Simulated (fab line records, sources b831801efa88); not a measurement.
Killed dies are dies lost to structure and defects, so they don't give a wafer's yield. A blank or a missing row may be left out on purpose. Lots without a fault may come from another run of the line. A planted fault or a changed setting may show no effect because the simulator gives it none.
A struck lot beside a sound one | flow sky130 | 34 steps out of a route of 708
Sound: wafers L895.1, L895.2, L895.5. Struck: wafers L885.2, L885.5, L885.6. The cause comes at the end.
At each step with rows: each side's tool, then ch and its chambers, then its first start. Under that, the readings that differ: sound wafers | struck wafers | difference of the means | sigmas: that difference in standard deviations of wafers without a fault.
alike: readings whose means differ by less than 2 such deviations, and words and numbers that are the same on both sides. not compared: withheld readings, readings that some wafer has no value for, bounds like >300 that may hide the same value, and numbers for which the record gives no deviation and whose values overlap.
The two part at a step that has a row with sigmas, a row that says differs or no value, or rows on one side only. Numbers that don't overlap but have no deviation are shown without sigmas and don't part them. A reading that every wafer of one side lacks parts them only if that side has two wafers or more.

first, 7 steps without rows for these wafers: SKY_SONOS_TUNNEL_DEVELOP_06 (develop time 60 s); SKY_SONOS_TUNNEL_IMPLANT_09; SKY_SONOS_TUNNEL_WET_ETCH_10 (etches SiO2 in dHF, target depth 14 nm, time 280 s); SKY_SONOS_TUNNEL_STRIP_11 (strips in SPM, time 600 s); SKY_SONOS_TUNNEL_CLEAN_13 (cleans in dHF, time 20 s); SKY_SONOS_ONO_OXIDATION_00 (stabilise 600 s, purge 300 s, target thk 2.6 nm); SKY_SONOS_ONO_CVD_02 (deposits Si3N4 from DCS/NH3, target thk 10.5 nm, time 180 s).
SKY_SONOS_ONO_CVD_04: deposits SiO2 from SiH4/N2O, target thk 5.7199 nm.
  sound on lpcvd-03 ch 0, day 17 08:00; struck on lpcvd-03 ch 0, day 13 22:41
  reading                                    | sound             | struck            | difference | sigmas
  spike_tc_bottom_C (C)                      | 916.7 916.2 917.0 | 941.7 940.6 941.0 | +24.5      | +12
  spike_tc_centre_C (C)                      | 899.3 898.4 897.5 | 923.8 924.8 923.8 | +25.7      | +18
  spike_tc_lower_C (C)                       | 900.9 901.1 902.0 | 927.0 927.9 927.9 | +26.3      | +28
  spike_tc_top_C (C)                         | 910 911 911       | 935 935 937       | +25        | +7
  spike_tc_upper_C (C)                       | 902.8 902.1 901.7 | 927.5 927.0 928.3 | +25.4      | +18
  susceptor_temp_C (C)                       | 900.2 899.6 899.9 | 925.9 925.5 925.8 | +25.8      | +72
  zone_power_lower_pct (%)                   | 17.76 17.92 17.91 | 18.85 19.26 18.91 | +1.14      | +6
  zone_power_upper_pct (%)                   | 18.7 18.8 18.5    | 19.3 19.8 19.5    | +0.9       | +3
  model.SiO2_of_SONOS_ONO_CVD_04.thk_nm (nm) | 5.824 5.835 5.837 | 8.603 8.547 8.536 | +2.730     |
SKY_SONOS_ONO_THK_MEAS_05:
  sound on film_metro-03, day 17 09:15; struck on film_metro-02, day 13 23:56
  reading                   | sound          | struck         | difference | sigmas
  SONOS_ONO_CVD_04_THK (nm) | 5.85 5.83 5.84 | 8.62 8.55 8.56 | +2.74      | +25
then, 23 steps without rows for these wafers: SKY_SONOS_ONO_DEHYDRATE_06 (time 60 s); SKY_SONOS_ONO_HMDS_07 (prime time 60 s); SKY_SONOS_ONO_COAT_08 (resist thk 1140 nm); SKY_SONOS_ONO_SOFTBAKE_09 (time 60 s); SKY_SONOS_ONO_EXPOSE_10 (exposes mask ONOM, target cd 410 nm); SKY_SONOS_ONO_PEB_11; SKY_SONOS_ONO_DEVELOP_12 (develop time 60 s); SKY_SONOS_ONO_ETCH_15 (etches the open film in CHF3/O2, target depth 19.52 nm, time 7.8 s); SKY_SONOS_ONO_WET_ETCH_16 (etches SiO2 in dHF, target depth 14 nm, time 280 s); SKY_SONOS_ONO_STRIP_17 (strips in O2/N2); SKY_SONOS_ONO_WET_ETCH_18 (etches Si3N4 in H3PO4, target depth 15 nm, time 172 s); SKY_GATE_OXIDE_CLEAN_00 (cleans in SC1/SC2, time 150 s); SKY_GATE_OXIDE_OXIDATION_01 (stabilise 600 s, purge 300 s, target thk 10.268 nm); SKY_GATE_OXIDE_DEHYDRATE_03 (time 60 s); SKY_GATE_OXIDE_HMDS_04 (prime time 60 s); SKY_GATE_OXIDE_COAT_05 (resist thk 1140 nm); SKY_GATE_OXIDE_SOFTBAKE_06 (time 60 s); SKY_GATE_OXIDE_EXPOSE_07 (exposes mask LVOM, target cd 600 nm); SKY_GATE_OXIDE_PEB_08; SKY_GATE_OXIDE_DEVELOP_09 (develop time 60 s); SKY_GATE_OXIDE_IMPLANT_11; SKY_GATE_OXIDE_WET_ETCH_12 (etches SiO2 in dHF, target depth 16.8 nm, time 336 s); SKY_GATE_OXIDE_STRIP_13 (strips in O2/N2).
-- the record jumps here: 2 days lie between the struck wafers' starts before and after --
SKY_GATE_OXIDE_CLEAN_15: cleans in SC1/SC2, time 150 s.
  sound on wet_bench-03 ch 0, day 19 23:52; struck on wet_bench-03 ch 1, day 16 06:40
  reading                                    | sound             | struck           | difference | sigmas
  model.SiO2_of_SONOS_ONO_CVD_04.thk_nm (nm) | 4.278 4.296 4.296 | 7.07 7.013 7.004 | +2.74      |
SKY_PAD_OPEN_PROBE_99:
  the record has rows for the sound wafers here (prober-01, day 49 21:46) and none for the struck ones

WHERE THEY PART
First at SKY_SONOS_ONO_CVD_04; last, within this record, at SKY_PAD_OPEN_PROBE_99.

WHY: what the simulator had put in
Process parameter drift: lpcvd-03, from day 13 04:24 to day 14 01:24, at SKY_SONOS_ONO_CVD_04. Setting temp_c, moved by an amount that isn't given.
